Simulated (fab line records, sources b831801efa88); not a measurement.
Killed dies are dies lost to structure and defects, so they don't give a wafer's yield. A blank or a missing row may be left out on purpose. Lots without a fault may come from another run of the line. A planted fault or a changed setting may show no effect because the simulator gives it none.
Problem report in the 8D (eight disciplines) form, filled by code | flow sky130 | the parts of the form that need people (team, actions taken, sign-off) are left out

1. THE PROBLEM
VIA4_HDPCVD_THK at SKY_VIA4_THK_MEAS_01 reads a mean of 2838 nm on 4 wafers of 2 lots; wafers without a fault read 1745 nm with a standard deviation of 18. That is +61 standard deviations from the usual mean.
First seen on wafer L920.5, day 44 19:40, on film_metro-03. The record holds 33 wafers of 11 lots with a number at this step. Rule for "out", or "out of limits": more than 4 standard deviations from the usual mean. The other wafers with a number count as sound.

2. WHAT IT IS AND WHAT IT IS NOT
question                    | is                             | is not
which readings at this step | VIA4_HDPCVD_THK                | -
which lots                  | L920, L921                     | L912, L913, L916, L918, L931, L932, L933, L934, L935
which wafers of those lots  | L920.5, L920.6, L921.5, L921.6 | L920.2, L921.1
read on which gauges        | film_metro-03                  | film_metro-01, film_metro-04
when                        | from day 44 19:40              | up to then (13 sound wafers); but 16 sound wafers of L921, L931, L932, L933, L934, L935 came after

3. SUSPECTS, AND WHAT RULES EACH OUT
Counting: a tool at a process step up to the reading stays a suspect if it ran every lot that is out. Sound lots after the first of them don't rule it out here, since some wafers of a struck lot are sound.
- the gauge at SKY_VIA4_THK_MEAS_01: ruled out. All the wafers that are out were read on film_metro-03, but those of them that SKY_VIA4_HDPCVD_00 has rows for are out there too, on other tools.
- rie_metal-01 at SKY_METAL4_DESCUM_15 (chemistry O2, time 8 s): kept. It ran every lot that is out, first L920 (day 44 18:22); its last sound lot up to then is L918 (day 43 16:25).
- hdpcvd-02 at SKY_VIA4_HDPCVD_00 (deposits SiO2, target thk 1750 nm, time 291.7 s): kept. It ran every lot that is out, first L920 (day 44 19:29); its last sound lot up to then is L918 (day 43 17:22). Its own readings are out on those wafers: run_length_s.
Left after counting: rie_metal-01 at SKY_METAL4_DESCUM_15, hdpcvd-02 at SKY_VIA4_HDPCVD_00.

4. THE CAUSE (what the simulator had put in)
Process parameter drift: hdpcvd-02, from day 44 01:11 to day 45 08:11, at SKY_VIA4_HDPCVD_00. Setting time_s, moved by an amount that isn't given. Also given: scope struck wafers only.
Counting left 2 suspects, and this tool is among them.

5. THE CHAIN OF EFFECTS, in route order
Each row: a reading whose mean over the struck wafers that have a number lies more than 3 standard deviations from the usual. Only readings for which the record gives a usual standard deviation are gone through. hours: the time from each lot's start at the first step in this table that gives one to its start at this step, as a median over the lots. sigmas: the change in usual standard deviations.
hours | step                 | reading         | usual   | on struck wafers | change | sigmas
0     | SKY_VIA4_HDPCVD_00   | run_length_s    | 319.8 s | 503.8            | +183.9 | +99 or more
0     | SKY_VIA4_THK_MEAS_01 | VIA4_HDPCVD_THK | 1745 nm | 2838             | +1092  | +61
The process steps in it:
- SKY_VIA4_HDPCVD_00: deposits SiO2, target thk 1750 nm, time 291.7 s.
Later measuring or inspecting steps at which every struck wafer that the step has a row for has a number for every such reading, and none has moved that far: SKY_VIA4_BOW_MEAS_03.

6. WHAT WOULD HAVE CAUGHT IT SOONER
In this record the first reading out of limits at a measuring or inspecting step was taken at day 44 19:40, 18 hours after the fault began at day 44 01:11.
The tool's own readings at SKY_VIA4_HDPCVD_00 were out on every struck wafer that the step has a row for (run_length_s): an alarm limit on them would have fired on the first of those.
Of the lots that are out (2), L921 began SKY_VIA4_HDPCVD_00 on hdpcvd-02 after day 44 19:40. A hold on the tool at that time would have spared it.
